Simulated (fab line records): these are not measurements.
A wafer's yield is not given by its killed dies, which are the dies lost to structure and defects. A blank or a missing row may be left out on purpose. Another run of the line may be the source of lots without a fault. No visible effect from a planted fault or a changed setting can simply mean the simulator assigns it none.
Matching of chambers | flow sky130 | cmp-01 running SKY_VIA4_CMP_02: 4 sister chambers
The step polishes SiO2. 39 wafers are shown with their chamber, then 12 later ones without.

## WAFERS, EACH WITH ITS CHAMBER
wafer  | chamber | motorCurrentA (A) | platenRpm (rpm)
L076.2 | 0       | 12.3              | 60.07
L076.3 | 1       | 12.6              | 60.01
L076.5 | 3       | 10.9              | 60.02
L079.1 | 0       | 12.7              | 59.98
L079.3 | 3       | 11.4              | 60.05
L079.6 | 2       | 14.8              | 59.96
L080.1 | 2       | 14.4              | 60.01
L080.2 | 1       | 12.2              | 60.03
L080.4 | 0       | 12.6              | 59.91
L081.1 | 0       | 12.3              | 59.96
L081.2 | 2       | 14.4              | 60.00
L081.5 | 0       | 11.9              | 60.02
L082.1 | 3       | 11.4              | 60.11
L082.5 | 1       | 11.8              | 60.02
L082.6 | 0       | 12.8              | 59.95
L083.1 | 0       | 11.8              | 59.97
L083.3 | 1       | 12.0              | 59.98
L083.6 | 0       | 12.6              | 60.03
L084.4 | 2       | 14.6              | 59.97
L084.5 | 1       | 13.0              | 60.01
L084.6 | 2       | 13.7              | 59.98
L085.1 | 0       | 12.4              | 59.97
L085.3 | 3       | 11.3              | 59.94
L085.4 | 1       | 12.5              | 60.03
L086.3 | 1       | 11.7              | 60.00
L086.5 | 2       | 13.7              | 59.99
L086.6 | 1       | 12.5              | 60.00
L087.1 | 2       | 13.4              | 60.03
L087.5 | 1       | 11.8              | 60.04
L087.6 | 0       | 12.5              | 60.02
L089.2 | 0       | 11.9              | 60.03
L089.3 | 2       | 14.6              | 59.99
L089.4 | 1       | 12.3              | 59.94
L090.1 | 0       | 12.1              | 60.05
L090.4 | 1       | 12.3              | 60.09
L090.6 | 3       | 11.3              | 59.91
L091.2 | 3       | 11.3              | 60.01
L091.3 | 1       | 12.2              | 59.96
L091.5 | 3       | 11.5              | 59.94

SIGNATURES, as means of the wafers listed above
reading       | chamber 0 | chamber 1 | chamber 2 | chamber 3 | scatter within a chamber
motorCurrentA | 12.325    | 12.242    | 14.200    | 11.300    | 0.376
platenRpm     | 59.9967   | 60.0092   | 59.9913   | 59.9971   | 0.0462
Rule: for each reading, subtract the chamber's mean from the wafer's reading, divide by that reading's scatter and square the result; add these up over the readings and take the root, which gives the wafer's distance from the chamber. The wafer belongs to the nearest chamber; if the next one is less than 2 further off, it can't be placed. How the scatter is found: for the shown wafers, subtract from each reading the mean of its chamber, square and add these, divide the total by (wafers less chambers), then take the root.

## WAFERS WHOSE CHAMBER IS MISSING
wafer  | motorCurrentA (A) | platenRpm (rpm)
L094.1 | 12.7              | 59.93
L094.5 | 14.6              | 60.01
L094.6 | 12.3              | 59.99
L095.1 | 11.5              | 60.03
L095.4 | 15.3              | 59.97
L095.5 | 12.5              | 60.01
L096.1 | 13.7              | 59.99
L096.2 | 12.7              | 59.99
L096.5 | 11.0              | 60.03
L097.3 | 12.0              | 59.99
L097.5 | 14.2              | 60.01
L097.6 | 11.0              | 59.92

## WHICH CHAMBER EACH WENT THROUGH
wafer  | from the rows above          | in truth
L094.1 | can't be placed: 0 or 1      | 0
L094.5 | 2                            | 2
L094.6 | can't be placed: 0 or 1      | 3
L095.1 | can't be placed: 3 or 1 or 0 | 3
L095.4 | 2                            | 2
L095.5 | can't be placed: 0 or 1      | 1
L096.1 | 2                            | 2
L096.2 | can't be placed: 0 or 1      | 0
L096.5 | 3                            | 3
L097.3 | can't be placed: 1 or 0 or 3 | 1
L097.5 | 2                            | 2
L097.6 | can't be placed: 3 or 1      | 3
5 of 12 placed correctly. From these rows, 7 cannot be placed; in 6 the true chamber is one of the candidates. Wrongly placed: 0.
